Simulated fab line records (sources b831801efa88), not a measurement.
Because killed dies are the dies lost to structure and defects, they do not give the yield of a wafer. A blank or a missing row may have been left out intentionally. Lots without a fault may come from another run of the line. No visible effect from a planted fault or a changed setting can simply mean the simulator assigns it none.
What tool caused it? / flow sky130 / Sampling: 11 lots, 33 wafers, 3 of 708 route steps

## WHAT THE GAUGES READ, wafer by wafer
SKY_LI_CONTACT_OVL_MEAS_13. Usual: LI_CONTACT_OVL 0 nm, standard deviation 4.9.
lot=L812; measured=day 30 22:17; on=overlay-02; LI_CONTACT_OVL (nm)=-9 4 -4; flag=
lot=L817; measured=day 32 13:04; on=overlay-02; LI_CONTACT_OVL (nm)=-5 -10 -9; flag=
lot=L818; measured=day 32 17:36; on=overlay-01; LI_CONTACT_OVL (nm)=4 -4 -3; flag=
lot=L819; measured=day 32 21:47; on=overlay-02; LI_CONTACT_OVL (nm)=-2 0 2; flag=
lot=L821; measured=day 33 16:14; on=overlay-01; LI_CONTACT_OVL (nm)=0 18 -2; flag=
lot=L822; measured=day 34 02:56; on=overlay-02; LI_CONTACT_OVL (nm)=2 1 7; flag=
lot=L824; measured=day 35 06:51; on=overlay-01; LI_CONTACT_OVL (nm)=-2 2 -2; flag=
lot=L826; measured=day 35 08:29; on=overlay-01; LI_CONTACT_OVL (nm)=2 3 4; flag=
lot=L827; measured=day 35 14:50; on=overlay-02; LI_CONTACT_OVL (nm)=2 -3 4; flag=
lot=L829; measured=day 35 22:26; on=overlay-01; LI_CONTACT_OVL (nm)=5 1 0; flag=
lot=L830; measured=day 36 09:47; on=overlay-01; LI_CONTACT_OVL (nm)=-4 -1 1; flag=

SKY_LOCAL_INTERCONNECT_RS_MEAS_01: a four-point-probe measurement. Usual: LOCAL_INTERCONNECT_TIN_RS 14.18 ohm/sq, standard deviation 0.18.
lot=L812; measured=day 30 23:33; on=filmMetro-03; LOCAL_INTERCONNECT_TIN_RS (ohm/sq)=14.21 14.43 14.13; flag=
lot=L817; measured=day 32 14:21; on=filmMetro-02; LOCAL_INTERCONNECT_TIN_RS (ohm/sq)=14.06 14.02 14.03; flag=
lot=L818; measured=day 32 18:52; on=filmMetro-04; LOCAL_INTERCONNECT_TIN_RS (ohm/sq)=14.25 14.36 14.27; flag=
lot=L819; measured=day 32 23:03; on=filmMetro-04; LOCAL_INTERCONNECT_TIN_RS (ohm/sq)=14.04 14.04 14.06; flag=
lot=L821; measured=day 33 17:31; on=filmMetro-04; LOCAL_INTERCONNECT_TIN_RS (ohm/sq)=14.20 14.33 14.26; flag=
lot=L822; measured=day 34 04:18; on=filmMetro-03; LOCAL_INTERCONNECT_TIN_RS (ohm/sq)=14.23 14.09 14.25; flag=
lot=L824; measured=day 35 08:09; on=filmMetro-02; LOCAL_INTERCONNECT_TIN_RS (ohm/sq)=14.11 14.06 14.18; flag=
lot=L826; measured=day 35 09:49; on=filmMetro-02; LOCAL_INTERCONNECT_TIN_RS (ohm/sq)=14.17 14.01 14.12; flag=
lot=L827; measured=day 35 16:16; on=filmMetro-04; LOCAL_INTERCONNECT_TIN_RS (ohm/sq)=14.06 13.84 14.02; flag=
lot=L829; measured=day 35 23:42; on=filmMetro-02; LOCAL_INTERCONNECT_TIN_RS (ohm/sq)=14.47 14.11 14.17; flag=
lot=L830; measured=day 36 11:09; on=filmMetro-03; LOCAL_INTERCONNECT_TIN_RS (ohm/sq)=14.05 14.02 14.01; flag=

## WHICH TOOL RAN EACH LOT (tool, then ch and the chambers of the sampled wafers, then the start)
lot=L812; SKY_LI_CONTACT_CMP_02=cmp-02 ch 0,2,3, day 29 18:32
lot=L817; SKY_LI_CONTACT_CMP_02=cmp-02 ch 1,2,3, day 31 08:55
lot=L818; SKY_LI_CONTACT_CMP_02=cmp-02 ch 0,1,3, day 31 14:07
lot=L819; SKY_LI_CONTACT_CMP_02=cmp-01 ch 2,3, day 31 18:16
lot=L821; SKY_LI_CONTACT_CMP_02=cmp-02 ch 0,1,3, day 32 12:53
lot=L822; SKY_LI_CONTACT_CMP_02=cmp-01 ch 0,3, day 32 23:47
lot=L824; SKY_LI_CONTACT_CMP_02=cmp-02 ch 1,2, day 34 03:40
lot=L826; SKY_LI_CONTACT_CMP_02=cmp-02 ch 1,2,3, day 34 06:34
lot=L827; SKY_LI_CONTACT_CMP_02=cmp-02 ch 0,2, day 34 12:12
lot=L829; SKY_LI_CONTACT_CMP_02=cmp-02 ch 0,2, day 34 19:56
lot=L830; SKY_LI_CONTACT_CMP_02=cmp-02 ch 2,3, day 35 07:13
- SKY_LI_CONTACT_CMP_02: polishes PSG.

## WHAT THE TOOLS THEMSELVES READ (means of the sampled wafers that have a number; where no wafer has one, the mark that the record gives instead)
SKY_LI_CONTACT_CMP_02. Usual: motorCurrentA 12.0 A, standard deviation 0.98; platenRpm 60.00 rpm, standard deviation 0.038; timeToEndpointS 33.2 s, standard deviation 2.4.
lot=L812; tool=cmp-02; motorCurrentA (A)=12.5; platenRpm (rpm)=60.00; timeToEndpointS (s)=31.5; flag=
lot=L817; tool=cmp-02; motorCurrentA (A)=11.8; platenRpm (rpm)=60.04; timeToEndpointS (s)=31.9; flag=
lot=L818; tool=cmp-02; motorCurrentA (A)=12.2; platenRpm (rpm)=60.00; timeToEndpointS (s)=32.8; flag=
lot=L819; tool=cmp-01; motorCurrentA (A)=12.0; platenRpm (rpm)=59.97; timeToEndpointS (s)=33.2; flag=
lot=L821; tool=cmp-02; motorCurrentA (A)=13.0; platenRpm (rpm)=60.02; timeToEndpointS (s)=32.2; flag=
lot=L822; tool=cmp-01; motorCurrentA (A)=12.8; platenRpm (rpm)=59.95; timeToEndpointS (s)=35.8; flag=
lot=L824; tool=cmp-02; motorCurrentA (A)=11.8; platenRpm (rpm)=60.00; timeToEndpointS (s)=34.9; flag=
lot=L826; tool=cmp-02; motorCurrentA (A)=12.1; platenRpm (rpm)=60.03; timeToEndpointS (s)=35.1; flag=
lot=L827; tool=cmp-02; motorCurrentA (A)=12.6; platenRpm (rpm)=60.04; timeToEndpointS (s)=33.0; flag=
lot=L829; tool=cmp-02; motorCurrentA (A)=12.1; platenRpm (rpm)=59.98; timeToEndpointS (s)=31.5; flag=
lot=L830; tool=cmp-02; motorCurrentA (A)=12.5; platenRpm (rpm)=59.99; timeToEndpointS (s)=35.7; flag=

## THE ANSWER, worked out from the rows above alone
Rule: a lot is off if the mean of its wafers that have a number lies more than 3 standard deviations from the usual mean. Also off: a lot with no number at a reading for which 4 or more lots have one. The other lots that the step has rows for count as sound. The gauges are gone through in route order, then the tools' own readings, and for those a lot's mean is taken as printed above. The first step at which some lot is off is used, and at that step the reading that is off furthest; a lot without a number counts as furthest.
Nothing can be told from this: no lot is off at any reading shown.

## WHAT THE SIMULATOR PUT IN
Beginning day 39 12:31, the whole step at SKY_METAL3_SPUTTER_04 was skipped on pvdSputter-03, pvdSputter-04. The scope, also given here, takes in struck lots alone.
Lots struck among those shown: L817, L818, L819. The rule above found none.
